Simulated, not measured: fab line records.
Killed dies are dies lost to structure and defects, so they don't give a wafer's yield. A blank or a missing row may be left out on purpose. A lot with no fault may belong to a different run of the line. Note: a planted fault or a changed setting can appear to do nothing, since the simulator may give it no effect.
Which tool was responsible?    flow sky130    Sampling: 10 lots, 30 wafers, 3 of 708 route steps

## WHAT EACH GAUGE READ, for each wafer
SKY_VT_ADJUST_HVTR_TW_MEAS_11.
lot   measured      on             VT_ADJUST_HVTR_TW
L887  day 9 13:18   film_metro-02  208.7 208.7 208.6
L888  day 9 14:05   film_metro-02  209.3 209.2 209.3
L889  day 10 03:59  film_metro-01  208.2 207.9 208.4
L890  day 11 06:01  film_metro-02  209.1 209.5 209.1
L891  day 11 08:23  film_metro-02  209.1 209.1 209.7
L892  day 11 12:19  film_metro-01  207.7 210.3 209.8
L895  day 12 18:08  film_metro-01  305.8 305.7 306.1
L896  day 12 22:31  film_metro-01  305.2 305.6 304.8
L897  day 12 23:08  film_metro-01  303.9 304.4 303.3
L898  day 12 23:43  film_metro-01  305.8 305.3 305.9

## WHICH TOOL RAN EACH LOT (tool, then ch and the chambers of the sampled wafers, then the start)
lot   SKY_FIELD_ISO_ETCH_14              SKY_VT_ADJUST_HVTR_IMPLANT_09
L887  rie_diel-01 ch 0,2,3, day 2 06:58  implanter-04 ch 0, day 9 13:03
L888  rie_diel-04 ch 0,1,2, day 2 09:24  implanter-04 ch 0, day 9 13:50
L889  rie_diel-04 ch 0,1,2, day 2 15:36  implanter-04 ch 0, day 10 03:44
L890  rie_diel-04 ch 0,1,2, day 2 22:40  implanter-01 ch 0, day 11 05:46
L891  rie_diel-01 ch 1,2,3, day 3 03:40  implanter-04 ch 0, day 11 08:08
L892  rie_diel-02 ch 2,3, day 3 06:59    implanter-04 ch 0, day 11 12:06
L895  rie_diel-02 ch 0,1, day 4 02:45    implanter-01 ch 0, day 12 17:56
L896  rie_diel-02 ch 1,2, day 4 11:33    implanter-02 ch 0, day 12 22:16
L897  rie_diel-04 ch 1,2, day 4 13:39    implanter-04 ch 0, day 12 22:53
L898  rie_diel-01 ch 0,1,3, day 4 14:18  implanter-01 ch 0, day 12 23:30
- SKY_FIELD_ISO_ETCH_14: etches BARC in N2/H2, stops on SiO2, time 45.9 s, target depth 60 nm.
- SKY_VT_ADJUST_HVTR_IMPLANT_09

## THE ANSWER, worked out from the rows above alone
Rule: the usual values come from the lots themselves. Put in order of their means at a reading, lots are off if they are a third of the lots or fewer, leave a main group of 4 or more, and stand apart from it by a gap of 3 or more times the standard deviation of the main group's means; of several such gaps the widest counts. A main group whose means are all the same, to the digits that the tables above print for the reading, isn't used. Also off: a lot with no number at a reading for which 4 or more lots have one. All remaining lots with rows at the step are treated as sound.
No lot is off at any reading shown: from this, nothing can be told.

## WHAT HAD BEEN PUT IN BY THE SIMULATOR
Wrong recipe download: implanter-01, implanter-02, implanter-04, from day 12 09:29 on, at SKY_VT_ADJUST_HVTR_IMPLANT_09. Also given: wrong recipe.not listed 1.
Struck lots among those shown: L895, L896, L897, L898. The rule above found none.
